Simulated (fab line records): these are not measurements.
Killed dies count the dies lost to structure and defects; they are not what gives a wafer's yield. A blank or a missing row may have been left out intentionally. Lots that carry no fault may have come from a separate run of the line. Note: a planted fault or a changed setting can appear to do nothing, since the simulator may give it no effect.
Matching of chambers || flow sky130 || rie_diel-04 running SKY_VIA1_ETCH_14: 4 sister chambers
The step etches BARC in N2/H2, stops on SiO2, time 45.9 s, target depth 60 nm. 8 wafers are shown with their chamber, then 11 later ones without.

== WAFERS WITH THEIR CHAMBER ==
{"wafer": "L079.3", "chamber": 3, "drypump_motor_current_A (A)": 5.8, "oes_product_au (a.u.)": 0.859}
{"wafer": "L086.2", "chamber": 1, "drypump_motor_current_A (A)": 5.1, "oes_product_au (a.u.)": 0.851}
{"wafer": "L087.3", "chamber": 1, "drypump_motor_current_A (A)": 5.1, "oes_product_au (a.u.)": 0.852}
{"wafer": "L087.6", "chamber": 0, "drypump_motor_current_A (A)": 5.8, "oes_product_au (a.u.)": 0.855}
{"wafer": "L088.2", "chamber": 2, "drypump_motor_current_A (A)": 5.8, "oes_product_au (a.u.)": 0.853}
{"wafer": "L088.4", "chamber": 0, "drypump_motor_current_A (A)": 5.8, "oes_product_au (a.u.)": 0.855}
{"wafer": "L088.6", "chamber": 2, "drypump_motor_current_A (A)": 5.9, "oes_product_au (a.u.)": 0.856}
{"wafer": "L089.4", "chamber": 3, "drypump_motor_current_A (A)": 5.9, "oes_product_au (a.u.)": 0.858}

== WAFERS MISSING THEIR CHAMBER ==
{"wafer": "L089.5", "drypump_motor_current_A (A)": 5.9, "oes_product_au (a.u.)": 0.854}
{"wafer": "L089.6", "drypump_motor_current_A (A)": 5.9, "oes_product_au (a.u.)": 0.862}
{"wafer": "L090.1", "drypump_motor_current_A (A)": 5.1, "oes_product_au (a.u.)": 0.861}
{"wafer": "L090.5", "drypump_motor_current_A (A)": 5.8, "oes_product_au (a.u.)": 0.854}
{"wafer": "L090.6", "drypump_motor_current_A (A)": 5.8, "oes_product_au (a.u.)": 0.847}
{"wafer": "L092.1", "drypump_motor_current_A (A)": 5.8, "oes_product_au (a.u.)": 0.864}
{"wafer": "L092.4", "drypump_motor_current_A (A)": 5.8, "oes_product_au (a.u.)": 0.852}
{"wafer": "L092.5", "drypump_motor_current_A (A)": 5.8, "oes_product_au (a.u.)": 0.854}
{"wafer": "L095.1", "drypump_motor_current_A (A)": 5.8, "oes_product_au (a.u.)": 0.861}
{"wafer": "L095.3", "drypump_motor_current_A (A)": 5.1, "oes_product_au (a.u.)": 0.852}
{"wafer": "L095.6", "drypump_motor_current_A (A)": 5.9, "oes_product_au (a.u.)": 0.847}

== CHAMBER TAKEN BY EACH ==
{"wafer": "L089.5", "from the rows above": "can't be placed: 2 or 0", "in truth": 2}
{"wafer": "L089.6", "from the rows above": 3, "in truth": 3}
{"wafer": "L090.1", "from the rows above": 1, "in truth": 1}
{"wafer": "L090.5", "from the rows above": "can't be placed: 0 or 2", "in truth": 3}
{"wafer": "L090.6", "from the rows above": "can't be placed: 2 or 0", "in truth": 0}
{"wafer": "L092.1", "from the rows above": 3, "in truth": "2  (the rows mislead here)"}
{"wafer": "L092.4", "from the rows above": "can't be placed: 2 or 0", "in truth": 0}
{"wafer": "L092.5", "from the rows above": "can't be placed: 0 or 2", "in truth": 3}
{"wafer": "L095.1", "from the rows above": 3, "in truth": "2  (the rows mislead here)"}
{"wafer": "L095.3", "from the rows above": 1, "in truth": 1}
{"wafer": "L095.6", "from the rows above": "can't be placed: 2 or 0", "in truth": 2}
3 of 11 placed correctly. Unplaceable from these rows: 6, with the true chamber sitting among the candidates in 4. Wrongly placed: 2.
How it was worked out, from the rows above alone: a wafer's distance from a chamber is the root of the sum, over the readings, of the square of ((its reading less the chamber's mean) divided by the reading's scatter). The wafer belongs to the nearest chamber; if the next one is less than 2 further off, it can't be placed. For every chamber, the mean is computed from those of its wafers that are shown. The scatter: take each reading less its chamber's mean, square it, sum over the shown wafers, divide by the number of wafers less the number of chambers, and take the root.
